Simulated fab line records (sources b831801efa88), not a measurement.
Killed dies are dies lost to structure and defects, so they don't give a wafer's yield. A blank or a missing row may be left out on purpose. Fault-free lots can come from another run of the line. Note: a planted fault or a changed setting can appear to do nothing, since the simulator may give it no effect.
Matching of chambers / flow gf180mcu / GF_V2_CMP_26 on cmp-02: 4 sister chambers
The step polishes, stops on SiO2, t overpolish 15 s, target thk 0 nm. 14 wafers are shown with their chamber, then 7 later ones without.

## WAFERS, EACH WITH ITS CHAMBER
wafer=L503.1; chamber=2; motor current A (A)=11.4; time to endpoint s (s)=85; overpolish run s (s)=15.000
wafer=L503.4; chamber=1; motor current A (A)=13.6; time to endpoint s (s)=91; overpolish run s (s)=15.006
wafer=L503.6; chamber=3; motor current A (A)=9.9; time to endpoint s (s)=100; overpolish run s (s)=15.001
wafer=L504.1; chamber=1; motor current A (A)=13.4; time to endpoint s (s)=95; overpolish run s (s)=15.002
wafer=L504.3; chamber=0; motor current A (A)=10.5; time to endpoint s (s)=98; overpolish run s (s)=14.996
wafer=L504.5; chamber=2; motor current A (A)=10.8; time to endpoint s (s)=93; overpolish run s (s)=14.987
wafer=L507.2; chamber=0; motor current A (A)=9.8; time to endpoint s (s)=94; overpolish run s (s)=15.007
wafer=L507.3; chamber=3; motor current A (A)=10.1; time to endpoint s (s)=98; overpolish run s (s)=15.000
wafer=L507.4; chamber=2; motor current A (A)=11.3; time to endpoint s (s)=92; overpolish run s (s)=14.991
wafer=L510.1; chamber=3; motor current A (A)=10.4; time to endpoint s (s)=94; overpolish run s (s)=15.000
wafer=L510.2; chamber=1; motor current A (A)=12.7; time to endpoint s (s)=89; overpolish run s (s)=14.994
wafer=L510.6; chamber=1; motor current A (A)=13.1; time to endpoint s (s)=86; overpolish run s (s)=14.990
wafer=L513.1; chamber=2; motor current A (A)=11.6; time to endpoint s (s)=89; overpolish run s (s)=14.996
wafer=L513.5; chamber=0; motor current A (A)=10.7; time to endpoint s (s)=93; overpolish run s (s)=14.998

SIGNATURES (means of the wafers above)
reading=motor current A; chamber 0=10.333; chamber 1=13.200; chamber 2=11.275; chamber 3=10.133; scatter within a chamber=0.372
reading=time to endpoint s; chamber 0=95.00; chamber 1=90.25; chamber 2=89.75; chamber 3=97.33; scatter within a chamber=3.38
reading=overpolish run s; chamber 0=15.00033; chamber 1=14.99800; chamber 2=14.99350; chamber 3=15.00033; scatter within a chamber=0.00571
Rule: a wafer's distance from a chamber is the root of the sum, over the readings, of the square of ((its reading less the chamber's mean) divided by the reading's scatter). The wafer belongs to the nearest chamber; if the next one is less than 2 further off, it can't be placed. The scatter: the root of (the sum of the squares of (reading less its chamber's mean) over the shown wafers, divided by (wafers less chambers)).

## WAFERS MISSING THEIR CHAMBER
wafer=L513.6; motor current A (A)=13.4; time to endpoint s (s)=86; overpolish run s (s)=14.984
wafer=L519.4; motor current A (A)=13.4; time to endpoint s (s)=94; overpolish run s (s)=15.011
wafer=L519.5; motor current A (A)=11.5; time to endpoint s (s)=93; overpolish run s (s)=14.998
wafer=L519.6; motor current A (A)=9.4; time to endpoint s (s)=98; overpolish run s (s)=15.000
wafer=L524.3; motor current A (A)=11.0; time to endpoint s (s)=91; overpolish run s (s)=15.000
wafer=L524.4; motor current A (A)=10.2; time to endpoint s (s)=99; overpolish run s (s)=15.009
wafer=L524.5; motor current A (A)=12.1; time to endpoint s (s)=92; overpolish run s (s)=14.994

## CHAMBER TAKEN BY EACH
wafer=L513.6; from the rows above=1; in truth=1
wafer=L519.4; from the rows above=1; in truth=1
wafer=L519.5; from the rows above=can't be placed: 2 or 0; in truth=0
wafer=L519.6; from the rows above=can't be placed: 3 or 0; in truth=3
wafer=L524.3; from the rows above=can't be placed: 2 or 0 or 3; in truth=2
wafer=L524.4; from the rows above=can't be placed: 3 or 0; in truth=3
wafer=L524.5; from the rows above=can't be placed: 2 or 1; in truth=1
Correct placement for 2 of the 7. Cannot be placed on the basis of these rows: 5; the candidates contain the true chamber in 5. Number placed wrongly: 0.
